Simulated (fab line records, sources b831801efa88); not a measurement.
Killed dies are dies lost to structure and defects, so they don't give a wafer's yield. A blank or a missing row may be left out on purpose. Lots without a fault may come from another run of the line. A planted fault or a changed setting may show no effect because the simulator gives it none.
Which tool did it? | flow gf180mcu | 15 lots, 45 wafers sampled, at 2 steps of a route of 602

WHAT THE GAUGES READ, wafer by wafer
GF_V2_CD_MEAS_14: target cd 260 nm.
lot  | measured     | on        | cd_nm (nm)
L252 | day 20 10:31 | cd_sem-01 | 260.1 261.2 262.2
L253 | day 20 17:23 | cd_sem-01 | 260.5 260.4 259.4
L255 | day 21 04:42 | cd_sem-01 | 261.4 262.2 262.5
L254 | day 21 05:22 | cd_sem-02 | 260.6 261.3 261.5
L256 | day 21 22:32 | cd_sem-01 | 259.1 258.9 259.3
L258 | day 22 07:46 | cd_sem-01 | 260.8 259.2 260.2
L261 | day 23 15:55 | cd_sem-02 | 260.9 260.4 259.6
L262 | day 23 18:14 | cd_sem-02 | 261.2 260.4 261.4
L264 | day 24 10:44 | cd_sem-01 | 262.9 262.6 262.3
L265 | day 24 20:40 | cd_sem-02 | 260.2 260.6 260.2
L266 | day 25 00:11 | cd_sem-01 | 260.2 259.8 259.8
L268 | day 25 13:46 | cd_sem-02 | 261.3 261.0 261.2
L270 | day 26 13:17 | cd_sem-01 | 260.7 260.2 260.7
L272 | day 27 09:46 | cd_sem-02 | 259.8 260.1 259.8
L274 | day 27 20:46 | cd_sem-01 | 259.4 259.5 259.5

WHICH TOOL RAN EACH LOT (tool, then ch and the chambers of the sampled wafers, then the start)
lot  | GF_M2_SPUTTER_04
L252 | pvd_sputter-03, day 18 08:43
L253 | pvd_sputter-01, day 18 16:32
L255 | pvd_sputter-04, day 19 03:04
L254 | pvd_sputter-01, day 19 03:51
L256 | pvd_sputter-04, day 19 21:46
L258 | pvd_sputter-04, day 20 08:08
L261 | pvd_sputter-03, day 21 16:41
L262 | pvd_sputter-04, day 21 19:08
L264 | pvd_sputter-03, day 22 12:25
L265 | pvd_sputter-01, day 22 21:52
L266 | pvd_sputter-04, day 23 02:41
L268 | pvd_sputter-04, day 23 15:53
L270 | pvd_sputter-03, day 24 16:19
L272 | pvd_sputter-04, day 25 14:40
L274 | pvd_sputter-03, day 26 01:07
- GF_M2_SPUTTER_04: material TiN, target thk 50 nm, time 41.7 s.

WHAT THE TOOLS THEMSELVES READ (means of the sampled wafers that have a number; where no wafer has one, the mark that the record gives instead)
GF_M2_SPUTTER_04.
lot  | tool           | throttle_valve_pct (%)
L252 | pvd_sputter-03 | 29.7
L253 | pvd_sputter-01 | 31.1
L255 | pvd_sputter-04 | 28.7
L254 | pvd_sputter-01 | 29.8
L256 | pvd_sputter-04 | 29.1
L258 | pvd_sputter-04 | 28.2
L261 | pvd_sputter-03 | 29.8
L262 | pvd_sputter-04 | 29.8
L264 | pvd_sputter-03 | 30.4
L265 | pvd_sputter-01 | 31.3
L266 | pvd_sputter-04 | 29.8
L268 | pvd_sputter-04 | 28.8
L270 | pvd_sputter-03 | 30.0
L272 | pvd_sputter-04 | 28.7
L274 | pvd_sputter-03 | 30.3

THE ANSWER, worked out from the rows above alone
Rule: what is usual is taken from the lots themselves. Put in order of their means at a reading, lots are off if they are a third of the lots or fewer, leave a main group of 4 or more, and stand apart from it by a gap of 3 or more times the standard deviation of the main group's means; of several such gaps the widest counts. A main group whose means are all the same, to the digits that the tables above print for the reading, isn't used. A lot without any number at a reading at which 4 lots or more have one is off too. The other lots that the step has rows for count as sound. The gauges are gone through in route order, then the tools' own readings, and for those a lot's mean is taken as printed above. The first step at which some lot is off is used, and at that step the reading that is off furthest; a lot without a number counts as furthest.
No lot is off at any reading shown: from this, nothing can be told.

WHAT THE SIMULATOR HAD PUT IN
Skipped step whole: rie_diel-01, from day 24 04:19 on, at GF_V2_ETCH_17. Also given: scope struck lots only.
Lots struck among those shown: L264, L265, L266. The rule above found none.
